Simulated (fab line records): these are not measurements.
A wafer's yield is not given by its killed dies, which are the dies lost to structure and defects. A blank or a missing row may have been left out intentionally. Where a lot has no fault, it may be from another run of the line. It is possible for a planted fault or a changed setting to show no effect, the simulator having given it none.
fab line records    flow sfq_line
record: lots: 15  wafers: 45  last_day: 95
route steps=325 shown I0@44 I2@116 JJ@193
lots that met no fault: taken from a fault-free run of the same line
start_h: hours from the record's opening day to when the first of the lot's shown wafers began    wait_h: hours since the lot's step before    " unchanged from the row above    L1.1+2: a single row standing in for several wafers    - no value present, or no start provided    * or withheld: withheld    < > ~ a bound
route shown NAME@n: NAME is a module with steps in the file, n the number in the route of the first one    usual: mean and standard deviation over wafers with no fault    same: alike in all rows    chamber/n: place in a boat    sites: the reading at each site    _std_site: the values' standard deviation    _edge_site: outer sites' mean less inner sites'    radius_mm: how far each site lies from the wafer's centre    mask NAME#n: copy n    behind: the most recent tool/chamber to have shaped the wafer    hold: the reason the lot was held/the length of the hold in hours/how it ended    device: which transistor (n, p or np) failed to switch    end of line: the tests these same wafers got at the end of their route    for a step that has no rows: nothing shown but its recipe    killed: count of dies lost to structure and defects at first sort (not the wafer's yield)    map: the dies of a wafer, with x for killed, . for not killed, _ for no die there
set.NAME: the setting that was run; set.NAME@STEP: the one run at that earlier step    model.NAME: the simulator's own value behind a step, which no gauge read
the route's steps for a sample of lots (tables are steps, rows are wafers)
services: the hour from which a tool's chamber was out of use, counted from the record's first day as start_h (under 0 if before that day), plus the number of hours and why
== steps ==
step: SFQ_TRILAYER_I0_CMP_CMP_028
recipe: material: SiO2  down_force_psi: 3  platen_rpm: 60  pad_velocity_m_s: 0.94248
usual: motor_current_A: 10.1/1  platen_rpm: 59.99/0.038  time_to_endpoint_s: 216/7.7
lot.wafer  tool    chamber  start_h  wait_h  motor_current_A  platen_rpm  time_to_endpoint_s
L588.2     cmp-02  2        242.61   2.6     9.0              59.97       228
L588.4     "       3        "        "       11.2             60.03       226
L588.3     "       0        "        "       10.0             59.96       231
L589.3     cmp-01  1        250.22   6.6     11.0             60.05       220
L589.4     "       3        251.22   7.6     9.3              59.97       220
L589.6     "       1        252.22   8.6     10.9             60.03       226
L591.4     cmp-01  1        254.22   6.2     10.4             60.00       221
L591.1     "       2        "        "       9.4              60.02       200
L591.6     "       0        255.72   7.7     10.4             60.02       212
L593.3     cmp-01  0        259.22   4.8     10.7             60.06       213
L593.1     "       1        "        "       10.6             60.01       211
L593.4     "       2        "        "       9.9              59.93       207
L595.4     cmp-01  3        262.72   3.5     9.2              59.95       220
L595.2     "       0        "        "       10.3             60.00       210
L595.6     "       3        264.72   5.5     8.7              59.99       219
L598.3     cmp-01  1        277.50   2.7     10.7             59.94       219
L598.4     "       3        278.50   3.7     9.3              59.99       219
L598.5     "       2        280.00   5.2     9.7              60.03       203
L599.4     cmp-01  3        281.87   1.0     10.0             60.01       215
L599.2     "       0        "        "       10.7             59.97       215
L599.6     "       2        283.37   2.5     10.3             60.03       206
L601.4     cmp-01  1        290.47   0.0     10.7             59.94       215
L601.1     "       2        "        "       10.0             60.09       163
L601.3     "       0        291.97   1.5     10.9             59.95       215
L603.1     cmp-01  2        295.23   0.0     9.7              60.02       162
L603.2     "       1        296.73   1.5     11.0             60.03       219
L603.6     "       2        "        "       10.1             60.02       181
L604.1     cmp-01  2        307.28   0.5     10.2             59.99       172
L604.2     "       3        "        "       9.2              60.01       211
L604.6     "       1        308.78   2.0     10.9             59.96       183
L607.1     cmp-01  2        452.87   1.2     9.5              59.97       202
L607.2     "       3        "        "       9.4              60.06       213
L607.5     "       1        454.37   2.7     11.1             59.97       228
L608.2     cmp-01  3        476.08   4.0     9.5              59.94       202
L608.4     "       0        "        "       11.1             60.04       216
L608.6     "       1        "        "       11.3             59.97       216
L609.4     cmp-01  3        501.21   9.7     9.7              59.97       227
L609.2     "       1        502.21   10.8    10.7             59.93       221
L609.3     "       2        "        "       9.4              60.08       203
L610.3     cmp-02  0        502.71   6.5     9.9              59.97       222
L610.4     "       1        "        "       8.5              59.98       208
L610.6     "       0        504.71   8.4     9.9              60.01       227
L611.3     cmp-01  1        504.21   4.4     11.1             60.00       213
L611.1     "       2        "        "       9.9              59.95       203
L611.6     "       2        506.71   6.8     10.2             59.97       212
step: SFQ_I0_BOW_MEAS_907
recipe: mode: bow
usual: I0_BOW: 1/7.9
lot.wafer  tool           chamber  start_h  wait_h  I0_BOW[um]
L588.2     film_metro-04  -        245.63   2.5     0
L588.3     "              -        "        "       -6
L588.4     "              -        "        "       -5
L589.3     film_metro-03  -        253.26   2.5     -11
L589.4     "              -        "        "       -9
L589.6     "              -        "        "       -7
L591.1     film_metro-04  -        256.22   1.0     5
L591.4     "              -        "        "       -2
L591.6     "              -        "        "       1
L593.1     film_metro-01  -        262.22   2.0     3
L593.3     "              -        "        "       5
L593.4     "              -        "        "       -4
L595.2     film_metro-04  -        265.24   1.5     1
L595.4     "              -        "        "       -4
L595.6     "              -        "        "       0
L598.3     film_metro-04  -        280.54   2.5     15
L598.4     "              -        "        "       1
L598.5     "              -        "        "       10
L599.2     film_metro-03  -        283.89   1.0     -5
L599.4     "              -        "        "       0
L599.6     "              -        "        "       14
L601.1     film_metro-03  -        293.47   2.0     -3
L601.3     "              -        "        "       -10
L601.4     "              -        "        "       -12
L601.1     film_metro-03  -        294.79   1.3     -
L601.3     "              -        "        "       -
L601.4     "              -        "        "       -
L603.1     film_metro-01  -        298.23   2.5     -7
L603.2     "              -        "        "       8
L603.6     "              -        "        "       15
L603.1     film_metro-01  -        299.55   1.3     -
L603.2     "              -        "        "       -
L603.6     "              -        "        "       -
L604.1     film_metro-01  -        309.78   2.0     -7
L604.2     "              -        "        "       -8
L604.6     "              -        "        "       -11
L604.1     film_metro-01  -        311.10   1.3     -
L604.2     "              -        "        "       -
L604.6     "              -        "        "       -
L607.1     film_metro-01  -        455.37   2.0     7
L607.2     "              -        "        "       14
L607.5     "              -        "        "       11
L608.2     film_metro-04  -        478.10   1.5     -1
L608.4     "              -        "        "       -1
L608.6     "              -        "        "       4
L609.2     film_metro-01  -        504.23   1.5     -5
L609.3     "              -        "        "       4
L609.4     "              -        "        "       -4
L610.3     film_metro-03  -        505.25   2.0     -5
L610.4     "              -        "        "       -7
L610.6     "              -        "        "       -8
L611.1     film_metro-04  -        507.21   2.0     3
L611.3     "              -        "        "       12
L611.6     "              -        "        "       -2
step: SFQ_TRILAYER_I0_METRO_MEASURE_029
usual: thk_nm: 200.2/1.1
lot.wafer  tool           chamber  start_h  wait_h  thk_nm
L588.2     film_metro-04  -        245.93   0.3     201.3
L588.3     "              -        "        "       203.5
L588.4     "              -        "        "       200.9
L589.3     film_metro-03  -        253.74   0.5     200.7
L589.4     "              -        "        "       199.4
L589.6     "              -        "        "       199.6
L591.1     film_metro-04  -        256.34   0.1     199.6
L591.4     "              -        "        "       201.7
L591.6     "              -        "        "       200.9
L593.1     film_metro-01  -        262.34   0.1     201.0
L593.3     "              -        "        "       200.6
L593.4     "              -        "        "       198.8
L595.2     film_metro-04  -        265.54   0.3     200.1
L595.4     "              -        "        "       198.7
L595.6     "              -        "        "       199.7
L598.3     film_metro-04  -        281.02   0.5     200.1
L598.4     "              -        "        "       200.0
L598.5     "              -        "        "       198.9
L599.2     film_metro-03  -        284.19   0.3     200.6
L599.4     "              -        "        "       199.4
L599.6     "              -        "        "       198.4
L601.1     film_metro-04  -        297.93   3.1     247.6
L601.3     "              -        "        "       200.1
L601.4     "              -        "        "       201.0
L601.1     film_metro-04  -        299.30   1.2     247.8
L601.3     "              -        "        "       199.9
L601.4     "              -        "        "       200.9
L603.1     film_metro-04  -        302.79   3.2     248.1
L603.2     "              -        "        "       200.7
L603.6     "              -        "        "       247.9
L603.1     film_metro-04  -        304.15   1.2     248.2
L603.2     "              -        "        "       200.9
L603.6     "              -        "        "       247.7
L604.1     film_metro-01  -        316.47   5.4     250.1
L604.2     "              -        "        "       200.2
L604.6     "              -        "        "       251.2
L604.1     film_metro-01  -        317.84   1.2     250.1
L604.2     "              -        "        "       200.1
L604.6     "              -        "        "       251.3
L607.1     film_metro-01  -        455.49   0.1     197.8
L607.2     "              -        "        "       200.2
L607.5     "              -        "        "       199.7
L608.2     film_metro-04  -        478.40   0.3     200.1
L608.4     "              -        "        "       200.7
L608.6     "              -        "        "       200.0
L609.2     film_metro-01  -        504.53   0.3     200.8
L609.3     "              -        "        "       199.5
L609.4     "              -        "        "       200.9
L610.3     film_metro-03  -        505.73   0.5     200.9
L610.4     "              -        "        "       199.0
L610.6     "              -        "        "       202.3
L611.1     film_metro-04  -        507.33   0.1     198.2
L611.3     "              -        "        "       201.1
L611.6     "              -        "        "       199.7
step: SFQ_TRILAYER_I0_VIA_BARC_OPEN_VIA_ETCH_046
recipe: mask_material: PR  chemistry: O2  target_depth_nm: 125  target: BARC  source_w: 500  bias_w: 80  pressure_mtorr: 30  time_s: 41.7
usual: drypump_motor_current_A: 5.66/0.28  oes_product_au: 0.685/0.0047
lot.wafer  tool         chamber  start_h  wait_h  drypump_motor_current_A  oes_product_au  rf_hours_counter_h
L588.2     rie_diel-03  3        375.76   0.0     5.95                     0.685           7
L588.3     "            2        "        "       5.52                     0.687           1
L588.4     "            0        "        "       5.68                     0.688           48
L589.3     rie_diel-01  2        380.30   0.0     6.01                     0.684           21
L589.4     "            3        "        "       5.67                     0.689           12
L589.6     "            0        "        "       5.36                     0.692           -
L591.1     rie_diel-01  1        382.70   0.0     5.30                     0.686           34
L591.4     "            2        "        "       6.01                     0.677           21
L591.6     "            3        "        "       5.67                     0.685           -
L593.1     rie_diel-02  0        387.50   0.0     5.65                     0.686           42
L593.3     "            2        "        "       5.13                     0.679           61
L593.4     "            1        "        "       5.85                     0.684           1
L595.2     rie_diel-02  0        389.90   0.0     5.59                     0.688           42
L595.4     "            2        "        "       5.12                     0.686           61
L595.6     "            3        "        "       6.00                     0.688           -
L598.3     rie_diel-01  1        397.10   0.0     5.28                     0.691           34
L598.4     "            0        "        "       5.39                     0.681           37
L598.5     "            0        "        "       5.37                     0.694           -
L599.2     rie_diel-03  3        399.50   0.0     5.90                     0.675           8
L599.4     "            2        "        "       5.52                     0.688           2
L599.6     "            3        "        "       5.92                     0.689           -
L601.1     rie_diel-03  2        404.30   0.0     5.55                     0.694           2
L601.3     "            1        "        "       5.73                     0.695           67
L601.4     "            0        "        "       5.65                     0.684           49
L603.1     rie_diel-03  1        443.90   0.0     5.73                     0.692           67
L603.2     "            0        "        "       5.66                     0.685           49
L603.6     "            3        "        "       5.93                     0.685           -
L604.1     rie_diel-02  3        449.45   0.0     6.00                     0.683           6
L604.2     "            2        "        "       5.14                     0.683           62
L604.6     "            1        "        "       5.91                     0.697           -
L607.1     rie_diel-02  0        469.93   0.0     5.63                     0.682           43
L607.2     "            2        "        "       5.12                     0.679           62
L607.5     "            3        "        "       6.03                     0.691           -
L608.2     rie_diel-02  3        490.47   0.0     6.02                     0.679           7
L608.4     "            2        "        "       5.13                     0.683           62
L608.6     "            2        "        "       5.14                     0.686           -
L609.2     rie_diel-03  3        658.09   0.0     5.95                     0.693           11
L609.3     "            2        "        "       5.53                     0.691           6
L609.4     "            3        "        "       5.94                     0.694           -
L610.3     rie_diel-03  0        660.49   0.0     5.65                     0.686           52
L610.4     "            0        "        "       5.65                     0.683           -
L610.6     "            3        "        "       5.93                     0.695           -
L611.1     rie_diel-03  3        669.02   0.0     5.94                     0.684           12
L611.3     "            2        "        "       5.54                     0.687           6
L611.6     "            2        "        "       5.56                     0.690           -
step: SFQ_TRILAYER_I0_VIA_ETCH_VIA_ETCH_034
recipe: target: SiO2  stop_on: Nb  mask_material: PR  taper_deg: 20  chemistry: CHF3  target_depth_nm: 260  source_w: 500  bias_w: 80  pressure_mtorr: 30  time_s: withheld
usual: drypump_motor_current_A: 5.66/0.28  oes_product_au: 0.855/0.0051
lot.wafer  tool         chamber  start_h  wait_h  drypump_motor_current_A  oes_product_au
L588.2     rie_diel-03  3        375.80   0.0     5.93                     0.858
L588.3     "            2        "        "       5.54                     0.862
L588.4     "            0        "        "       5.65                     0.858
L589.3     rie_diel-01  2        380.34   0.0     6.06                     0.857
L589.4     "            3        "        "       5.65                     0.849
L589.6     "            0        "        "       5.39                     0.860
L591.1     rie_diel-01  1        382.74   0.0     5.29                     0.849
L591.4     "            2        "        "       6.03                     0.853
L591.6     "            3        "        "       5.66                     0.859
L593.1     rie_diel-02  0        387.54   0.0     5.61                     0.855
L593.3     "            2        "        "       5.13                     0.854
L593.4     "            1        "        "       5.90                     0.852
L595.2     rie_diel-02  0        389.94   0.0     5.62                     0.857
L595.4     "            2        "        "       5.12                     0.855
L595.6     "            3        "        "       6.02                     0.859
L598.3     rie_diel-01  1        397.14   0.0     5.29                     0.856
L598.4     "            0        "        "       5.36                     0.855
L598.5     "            0        "        "       5.38                     0.850
L599.2     rie_diel-03  3        399.54   0.0     5.92                     0.868
L599.4     "            2        "        "       5.54                     0.853
L599.6     "            3        "        "       5.91                     0.842
L601.1     rie_diel-03  2        404.34   0.0     5.55                     0.977
L601.3     "            1        "        "       5.72                     0.859
L601.4     "            0        "        "       5.67                     0.854
L603.1     rie_diel-03  1        443.94   0.0     5.74                     0.974
L603.2     "            0        "        "       5.65                     0.859
L603.6     "            3        "        "       5.90                     0.963
L604.1     rie_diel-02  3        449.49   0.0     6.00                     0.973
L604.2     "            2        "        "       5.13                     0.851
L604.6     "            1        "        "       5.88                     0.974
L607.1     rie_diel-02  0        469.97   0.0     5.65                     0.853
L607.2     "            2        "        "       5.13                     0.865
L607.5     "            3        "        "       6.03                     0.851
L608.2     rie_diel-02  3        490.51   0.0     6.00                     0.848
L608.4     "            2        "        "       5.10                     0.859
L608.6     "            2        "        "       5.10                     0.854
L609.2     rie_diel-03  3        658.13   0.0     5.92                     0.849
L609.3     "            2        "        "       5.55                     0.853
L609.4     "            3        "        "       5.92                     0.851
L610.3     rie_diel-03  0        660.53   0.0     5.63                     0.857
L610.4     "            0        "        "       5.66                     0.850
L610.6     "            3        "        "       5.93                     0.861
L611.1     rie_diel-03  3        669.06   0.0     5.94                     0.842
L611.3     "            2        "        "       5.54                     0.850
L611.6     "            2        "        "       5.55                     0.847
step: SFQ_TRILAYER_I2_VIA_STRIP_STRIP_071
recipe: gas: O2  power_w: 200  platen_temp_c: 40  overash_fraction: 0.65  chemistry: O2  pressure_mtorr: 50
usual: drypump_motor_current_A: 5.6/0.36  oes_product_au: 1.006/0.0063
lot.wafer  tool          chamber  start_h  wait_h  drypump_motor_current_A  oes_product_au  rf_hours_counter_h
L588.2     rie_metal-02  1        883.59   -       6.2                      1.008           42
L588.3     "             0        "        "       5.4                      1.013           -
L588.4     "             1        "        "       6.2                      1.008           -
L589.3     rie_metal-03  0        886.19   -       5.3                      1.017           -
L589.4     "             1        "        "       5.3                      1.006           -
L589.6     "             0        "        "       5.3                      1.017           -
L591.1     rie_metal-02  0        889.59   -       5.4                      1.005           100
L591.4     "             0        "        "       5.4                      1.007           -
L591.6     "             0        "        "       5.4                      1.005           -
L593.1     rie_metal-02  0        895.59   -       5.4                      1.002           101
L593.3     "             0        "        "       5.4                      1.006           -
L593.4     "             1        "        "       6.2                      1.004           -
L595.2     rie_metal-02  1        899.19   -       6.2                      1.002           42
L595.4     "             0        "        "       5.4                      0.999           -
L595.6     "             0        "        "       5.4                      1.008           -
L598.3     rie_metal-02  1        906.97   -       6.3                      1.002           -
L598.4     "             0        "        "       5.4                      0.999           -
L598.5     "             0        "        "       5.4                      0.998           -
L599.2     rie_metal-03  1        907.97   -       5.3                      0.995           90
L599.4     "             1        "        "       5.3                      0.992           -
L599.6     "             1        "        "       5.3                      0.997           -
L601.1     rie_metal-02  0        911.57   -       5.4                      0.997           102
L601.3     "             1        "        "       6.2                      1.003           -
L601.4     "             0        "        "       5.4                      0.999           -
L603.1     rie_metal-03  0        917.57   -       5.3                      1.016           74
L603.2     "             1        "        "       5.3                      1.016           92
L603.6     "             0        "        "       5.4                      1.023           -
L604.1     rie_metal-02  0        918.77   -       5.4                      1.005           104
L604.2     "             1        "        "       6.3                      1.009           45
L604.6     "             1        "        "       6.3                      1.010           -
L607.1     rie_metal-01  1        923.57   -       5.4                      1.002           133
L607.2     "             0        "        "       5.9                      1.011           121
L607.5     "             1        "        "       5.5                      1.002           -
L608.2     rie_metal-02  0        927.77   -       5.4                      1.005           105
L608.4     "             0        "        "       5.4                      0.999           -
L608.6     "             1        "        "       6.2                      1.012           -
L609.2     rie_metal-01  0        1047.17  -       5.9                      1.003           2
L609.3     "             0        "        "       5.9                      1.004           -
L609.4     "             1        "        "       5.5                      1.011           -
L610.3     rie_metal-03  1        1049.77  -       5.3                      1.007           -
L610.4     "             0        "        "       5.4                      1.006           -
L610.6     "             1        "        "       5.3                      1.007           -
L611.1     rie_metal-01  1        1055.57  -       5.4                      1.017           25
L611.3     "             1        "        "       5.4                      1.012           -
L611.6     "             0        "        "       5.9                      1.012           -
step: SFQ_TRILAYER_JJ_CE_BARC_OPEN_RIE_150
recipe: mask_material: PR  chemistry: O2  target_depth_nm: 240  target: BARC  icp_w: 600  bias_w: 80  pressure_mtorr: 10  time_s: 80
usual: drypump_motor_current_A: 5.8/0.35  oes_product_au: 0.538/0.0042
lot.wafer  tool          chamber  start_h  wait_h  drypump_motor_current_A  oes_product_au  rf_hours_counter_h
L588.2     rie_metal-01  0        1310.47  0.8     5.9                      0.540           38
L588.3     "             1        "        "       5.4                      0.536           -
L588.4     "             0        "        "       5.9                      0.536           -
L589.3     rie_metal-03  0        1317.73  0.7     5.4                      0.545           -
L589.4     "             0        "        "       5.3                      0.534           -
L589.6     "             0        "        "       5.3                      0.537           -
L591.1     rie_metal-01  0        1323.67  1.0     5.9                      0.545           40
L591.4     "             1        "        "       5.4                      0.537           -
L591.6     "             0        "        "       5.8                      0.539           -
L593.1     rie_metal-01  0        1333.27  1.0     5.9                      0.534           42
L593.3     "             1        "        "       5.5                      0.529           -
L593.4     "             0        "        "       5.8                      0.541           -
L595.2     rie_metal-04  1        1336.87  0.8     6.1                      0.539           77
L595.4     "             0        "        "       6.2                      0.534           -
L595.6     "             1        "        "       6.0                      0.535           -
L598.3     rie_metal-03  1        1353.73  0.7     5.3                      0.534           -
L598.4     "             1        "        "       5.3                      0.534           -
L598.5     "             1        "        "       5.3                      0.538           -
L599.2     rie_metal-01  0        1476.94  0.8     5.9                      0.536           58
L599.4     "             1        "        "       5.4                      0.539           -
L599.6     "             0        "        "       5.8                      0.539           -
L601.1     rie_metal-03  0        1482.94  1.0     5.4                      0.538           33
L601.3     "             0        "        "       5.4                      0.542           -
L601.4     "             1        "        "       5.3                      0.544           -
L603.1     rie_metal-04  0        1492.54  1.0     6.2                      0.530           65
L603.2     "             1        "        "       6.1                      0.536           97
L603.6     "             0        "        "       6.2                      0.531           -
L604.1     rie_metal-01  0        1493.74  1.0     5.9                      0.541           59
L604.2     "             1        "        "       5.5                      0.542           79
L604.6     "             1        "        "       5.5                      0.535           -
L607.1     rie_metal-04  0        1616.98  1.0     6.2                      0.536           85
L607.2     "             1        "        "       6.1                      0.533           107
L607.5     "             0        "        "       6.2                      0.536           -
L608.2     rie_metal-04  0        1620.58  0.8     6.2                      0.535           86
L608.4     "             0        "        "       6.2                      0.537           -
L608.6     "             0        "        "       6.2                      0.538           -
L609.2     rie_metal-04  0        1633.90  0.8     6.2                      0.537           87
L609.3     "             1        "        "       6.1                      0.542           -
L609.4     "             0        "        "       6.2                      0.544           -
L610.3     rie_metal-03  1        1635.13  0.6     5.3                      0.545           -
L610.4     "             0        "        "       5.4                      0.545           -
L610.6     "             0        "        "       5.3                      0.545           -
L611.1     rie_metal-03  0        1638.70  1.0     5.4                      0.538           53
L611.3     "             1        "        "       5.3                      0.538           -
L611.6     "             0        "        "       5.4                      0.539           -
== services ==
tool         chamber  start_h  hours  kind
rie_diel-03  -        274.99   4.3    pm
rie_diel-03  -        305.07   1.4    repair
rie_diel-03  3        308.59   2.1    repair
rie_diel-03  3        342.80   15.8   repair
rie_diel-03  3        418.70   7.5    repair
rie_diel-03  0        446.79   11.8   repair
rie_diel-03  -        478.38   0.5    repair
rie_diel-03  -        688.16   0.7    repair
rie_diel-03  -        876.12   0.2    repair
rie_diel-03  -        1028.96  1.6    repair
rie_diel-03  2        1085.05  19.0   repair
rie_diel-03  1        1095.96  2.6    repair
rie_diel-03  -        1232.64  2.8    pm
rie_diel-03  0        1248.91  1.4    repair
rie_diel-03  1        1311.83  15.0   repair
rie_diel-03  -        1336.48  0.1    repair
rie_diel-03  0        1349.88  7.8    repair
rie_diel-03  3        1351.38  19.7   repair
rie_diel-03  3        1406.62  3.9    repair
rie_diel-03  1        1407.61  5.9    repair
rie_diel-03  0        1408.53  5.2    repair
rie_diel-03  1        1491.27  6.5    repair
rie_diel-03  2        1560.16  5.5    repair
rie_diel-03  1        1617.87  7.2    repair
== key ==
first_sign: step: SFQ_TRILAYER_I0_CMP_CMP_028  reading: time_to_endpoint_s  direction: down  sigmas: 5.7  usual: *  struck: *
effect: step: SFQ_I0_BOW_MEAS_907  reading: visit  direction: added
effect: step: SFQ_TRILAYER_I0_METRO_MEASURE_029  reading: visit  direction: added
effect: step: SFQ_TRILAYER_I0_METRO_MEASURE_029  reading: thk_nm  direction: up  sigmas: 46  usual: 200.2  struck: 248.9
effect: step: SFQ_TRILAYER_I0_VIA_ETCH_VIA_ETCH_034  reading: oes_product_au  direction: up  sigmas: 23  usual: 0.855  struck: 0.972
met_at SFQ_TRILAYER_I0_CMP_CMP_028
struck_lots L601,L603,L604
struck_wafers L601.1,L603.1,L603.6,L604.1,L604.6
not_acting_at SFQ_TRILAYER_I0_VIA_BARC_OPEN_VIA_ETCH_046,SFQ_TRILAYER_I2_VIA_STRIP_STRIP_071,SFQ_TRILAYER_JJ_CE_BARC_OPEN_RIE_150
onset_between 281.87 290.47
fault: kind: process_parameter_drift  tool: cmp-01  chamber: -  onset_h: 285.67  steps: SFQ_TRILAYER_I0_CMP_CMP_028  channel: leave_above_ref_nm  offset: 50  shape: step  end_h: 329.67  scope: struck_wafers_only  acts_in: these_recipes_only  stated: 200
